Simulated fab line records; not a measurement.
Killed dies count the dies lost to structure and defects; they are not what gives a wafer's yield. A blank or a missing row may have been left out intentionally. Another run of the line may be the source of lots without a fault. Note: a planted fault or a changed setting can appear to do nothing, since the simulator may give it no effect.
One fault through the eyes of 2 desks ; flow sky130 ; each desk has only its own numbers; what lay behind them comes last

== THE METROLOGY DESK ==
Lot by lot, what the gauges showed, no matter which tool ran the lot: averages of those sampled wafers that carry a number. A lot is out of limits, marked OUT, if its mean lies more than 4 standard deviations from the usual mean; the brackets give that distance.
Columns: A = INCOMING_BOW at SKY_FIELD_ISO_BOW_MEAS_00, usual 0 um; B = FIELD_ISO_OXIDATION_00_THK at SKY_FIELD_ISO_THK_MEAS_02, usual 11.90 nm; C = FIELD_ISO_CVD_03_THK at SKY_FIELD_ISO_THK_MEAS_04, usual 165.6 nm; D = cd-nm at SKY_FIELD_ISO_CD_MEAS_13, usual 150.0 nm
lot;first seen here;A;B;C;D
L119;day 1 20:00;-2;11.86;165.0;147.9
L129;day 3 22:01;-2;12.15;163.8;149.0
L131;day 4 08:02;3;12.00;166.2;148.6
L133;day 4 18:01;-3;11.73;167.2;149.7
L136;day 5 09:00;-0;11.91;167.0;148.2
L140;day 6 05:02;0;12.03;164.6;152.1
This desk found nothing out of limits on any of the 6 lots.

== AT THE TOOL OWNER'S DESK: litho-track-04 ==
The tool's own readings at SKY_FIELD_ISO_COAT_08 (resist thk 450 nm): means of the sampled wafers that have a number, for each lot that ran on this tool. A lot is out of limits, marked OUT, if its mean lies more than 4 standard deviations from the usual mean; the brackets give that distance.
Columns: A = spin-speed-rpm at SKY_FIELD_ISO_COAT_08, usual 2999.9 rpm
lot;first seen here;A
L119;day 2 07:00;2998.5
L129;day 4 11:00;3057.2 (+34) OUT
L131;day 4 21:00;3057.1 (+34) OUT
Finding of this desk: L129, L131 out of limits; the first was L129 at day 4 11:00, on spin-speed-rpm at SKY_FIELD_ISO_COAT_08. L119: within limits.

== PUT TOGETHER ==
At day 4 11:00, on L129, L131, the tool owner's desk was in a position to raise an alarm.
Metrology desk: nothing out of limits seen.
The metrology desk has L129, L131 on record, within its limits.
The lots listed all ran SKY_FIELD_ISO_COAT_08 on litho-track-04.

== WHAT WAS PUT IN BY THE SIMULATOR ==
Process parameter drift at SKY_FIELD_ISO_COAT_08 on litho-track-04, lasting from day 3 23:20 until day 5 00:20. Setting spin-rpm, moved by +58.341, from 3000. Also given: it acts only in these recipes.
Shown lots that were struck: L129, L131.
Delay in hours, fault start to first out-of-limits reading, by desk: the tool owner's desk at 12.
